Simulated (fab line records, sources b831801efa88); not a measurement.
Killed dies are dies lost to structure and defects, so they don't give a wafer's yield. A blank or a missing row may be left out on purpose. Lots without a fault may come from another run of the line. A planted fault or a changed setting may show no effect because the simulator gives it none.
One fault seen from 2 desks | flow sky130 | each desk has only its own numbers; what lay behind them comes last

THE METROLOGY DESK
What the gauges read, lot by lot, whatever tool the lot ran on: means of the sampled wafers that have a number. A lot is out of limits, marked OUT, if its mean lies more than 4 standard deviations from the usual mean; the brackets give that distance.
Columns: A = VT_ADJUST_HVTP_OVL at SKY_VT_ADJUST_HVTP_OVL_MEAS_08, usual -0.7 nm; B = cd_nm at SKY_VT_ADJUST_NCORE_CD_MEAS_07, usual 381.2 nm; C = VT_ADJUST_HVTR_TW at SKY_VT_ADJUST_HVTR_TW_MEAS_11, usual 210.8
lot  | first seen here | A    | B     | C
L928 | day 6 12:33     | 1.1  | 378.4 | 209.8
L931 | day 7 01:42     | -1.8 | 385.1 | 209.6
L933 | day 7 13:19     | -0.8 | 379.5 | 211.1
L934 | day 7 21:05     | -3.0 | 382.6 | 209.5
L936 | day 8 08:30     | -1.7 | 383.1 | 210.3
L937 | day 8 17:57     | -0.5 | 381.6 | 210.4
L942 | day 10 04:01    | -1.0 | 382.4 | 212.3
L944 | day 10 11:42    | -1.5 | 372.2 | 211.6
L945 | day 10 16:54    | 2.1  | 374.9 | 212.9
L948 | day 11 11:28    | -1.3 | 384.5 | 210.7
L949 | day 11 18:24    | 1.0  | 379.5 | 212.5
L950 | day 12 03:39    | 0.3  | 384.8 | 211.4
This desk's finding: nothing out of limits on any of the 12 lots.

THE TOOL OWNER'S DESK: iline_stepper-02
The tool's own readings at SKY_VT_ADJUST_NCORE_EXPOSE_04 (exposes mask LVTN COMPLEMENT THIN, target cd 380 nm): means of the sampled wafers that have a number, for each lot that ran on this tool. A lot is out of limits, marked OUT, if its mean lies more than 4 standard deviations from the usual mean; the brackets give that distance.
Columns: A = reticle_temp_C at SKY_VT_ADJUST_NCORE_EXPOSE_04, usual 22.99 C
lot  | first seen here | A
L933 | day 9 17:55     | 23.15
L934 | day 10 03:23    | 23.00
L937 | day 11 00:23    | 22.97
L944 | day 12 21:55    | 22.95
L945 | day 13 05:02    | 23.02
This desk's finding: nothing out of limits on any of the 5 lots.

PUT TOGETHER
The metrology desk saw nothing out of limits.
The tool owner's desk saw nothing out of limits.

WHAT THE SIMULATOR HAD PUT IN
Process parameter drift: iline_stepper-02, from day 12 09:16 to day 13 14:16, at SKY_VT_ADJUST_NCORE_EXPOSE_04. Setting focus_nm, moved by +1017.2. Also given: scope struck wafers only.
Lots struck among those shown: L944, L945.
